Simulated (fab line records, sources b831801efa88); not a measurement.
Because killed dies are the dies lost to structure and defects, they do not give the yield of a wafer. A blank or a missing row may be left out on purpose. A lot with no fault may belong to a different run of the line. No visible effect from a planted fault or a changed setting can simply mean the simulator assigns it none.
Matching of chambers || flow sky130 || SKY_LI_CONTACT_CMP_02 on cmp-02 has 4 sister chambers
The step polishes PSG. 8 wafers are shown with their chamber, then 8 later ones without.

== WAFERS PAIRED WITH THEIR CHAMBERS ==
{"wafer": "L769.5", "chamber": 2, "motorCurrentA (A)": 12.8, "slurryFlowMlMin": 150.5}
{"wafer": "L772.6", "chamber": 3, "motorCurrentA (A)": 9.1, "slurryFlowMlMin": 150.5}
{"wafer": "L775.3", "chamber": 3, "motorCurrentA (A)": 9.0, "slurryFlowMlMin": 150.3}
{"wafer": "L775.5", "chamber": 1, "motorCurrentA (A)": 10.6, "slurryFlowMlMin": 149.5}
{"wafer": "L777.1", "chamber": 2, "motorCurrentA (A)": 12.6, "slurryFlowMlMin": 150.6}
{"wafer": "L777.5", "chamber": 1, "motorCurrentA (A)": 11.6, "slurryFlowMlMin": 149.5}
{"wafer": "L777.6", "chamber": 0, "motorCurrentA (A)": 11.8, "slurryFlowMlMin": 150.1}
{"wafer": "L776.1", "chamber": 0, "motorCurrentA (A)": 11.5, "slurryFlowMlMin": 149.2}

== WAFERS WITHOUT THEIR CHAMBER ==
{"wafer": "L776.2", "motorCurrentA (A)": 9.3, "slurryFlowMlMin": 150.8}
{"wafer": "L776.5", "motorCurrentA (A)": 13.5, "slurryFlowMlMin": 149.9}
{"wafer": "L790.1", "motorCurrentA (A)": 9.2, "slurryFlowMlMin": 150.0}
{"wafer": "L790.2", "motorCurrentA (A)": 11.8, "slurryFlowMlMin": 150.7}
{"wafer": "L790.5", "motorCurrentA (A)": 12.4, "slurryFlowMlMin": 149.5}
{"wafer": "L791.3", "motorCurrentA (A)": 12.6, "slurryFlowMlMin": 149.9}
{"wafer": "L791.5", "motorCurrentA (A)": 13.6, "slurryFlowMlMin": 149.9}
{"wafer": "L791.6", "motorCurrentA (A)": 11.1, "slurryFlowMlMin": 150.0}

== CHAMBER TAKEN BY EACH ==
{"wafer": "L776.2", "from the rows above": 3, "in truth": 3}
{"wafer": "L776.5", "from the rows above": 2, "in truth": 2}
{"wafer": "L790.1", "from the rows above": 3, "in truth": 3}
{"wafer": "L790.2", "from the rows above": "can't be placed: 2 or 0 or 1", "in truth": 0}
{"wafer": "L790.5", "from the rows above": "can't be placed: 0 or 2 or 1", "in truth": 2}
{"wafer": "L791.3", "from the rows above": "can't be placed: 2 or 0", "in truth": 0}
{"wafer": "L791.5", "from the rows above": 2, "in truth": 2}
{"wafer": "L791.6", "from the rows above": "can't be placed: 1 or 0", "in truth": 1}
Correct placement for 4 of the 8. Cannot be placed on the basis of these rows: 4; the candidates contain the true chamber in 4. Placed wrongly: 0.
How it was worked out, from the rows above alone: a wafer's distance from a chamber is the root of the sum, over the readings, of the square of ((its reading less the chamber's mean) divided by the reading's scatter). If the next closest chamber is less than 2 further off than the closest, the wafer can't be placed; otherwise it belongs to the closest. A chamber's mean is the mean of its shown wafers. The scatter is the square root of a quotient: the sum, over the shown wafers, of each reading's squared deviation from its chamber's mean, divided by wafers minus chambers.
